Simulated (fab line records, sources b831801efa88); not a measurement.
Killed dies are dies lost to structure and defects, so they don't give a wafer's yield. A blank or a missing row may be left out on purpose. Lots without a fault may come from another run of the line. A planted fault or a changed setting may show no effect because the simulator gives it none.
Chamber matching | flow sky130 | SKY_CONTACT_CVD_00 on pecvd-03: 3 sister chambers
The step deposits Si3N4, target thk 75 nm. 14 wafers are shown with their chamber, then 7 later ones without.

WAFERS WITH THEIR CHAMBER
wafer  | chamber | heater_power_w (W)
L424.1 | 2       | 734
L424.3 | 1       | 688
L424.5 | 1       | 679
L427.2 | 0       | 679
L427.3 | 2       | 687
L427.6 | 1       | 704
L434.1 | 1       | 749
L434.3 | 2       | 832
L434.5 | 2       | 834
L435.2 | 2       | 786
L435.3 | 1       | 663
L435.6 | 0       | 708
L438.2 | 1       | 663
L438.4 | 0       | 672

SIGNATURES (means of the wafers above)
reading        | chamber 0 | chamber 1 | chamber 2 | scatter within a chamber
heater_power_w | 686.33    | 691.00    | 774.60    | 45
Rule: a wafer's distance from a chamber is the root of the sum, over the readings, of the square of ((its reading less the chamber's mean) divided by the reading's scatter). The wafer belongs to the nearest chamber; if the next one is less than 2 further off, it can't be placed. The scatter: the root of (the sum of the squares of (reading less its chamber's mean) over the shown wafers, divided by (wafers less chambers)).

WAFERS WITHOUT THEIR CHAMBER
wafer  | heater_power_w (W)
L438.5 | 719
L444.1 | 607
L444.3 | 862
L444.5 | 706
L446.1 | 767
L446.2 | 682
L446.4 | 672

WHICH CHAMBER EACH WENT THROUGH
wafer  | from the rows above          | in truth
L438.5 | can't be placed: 1 or 0 or 2 | 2
L444.1 | can't be placed: 0 or 1 or 2 | 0
L444.3 | can't be placed: 2 or 1 or 0 | 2
L444.5 | can't be placed: 1 or 0 or 2 | 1
L446.1 | can't be placed: 2 or 1 or 0 | 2
L446.2 | can't be placed: 0 or 1 or 2 | 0
L446.4 | can't be placed: 0 or 1 or 2 | 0
Placed correctly: 0 of 7. Can't be placed from these rows: 7 (the true chamber is among the candidates in 7). Placed wrongly: 0.
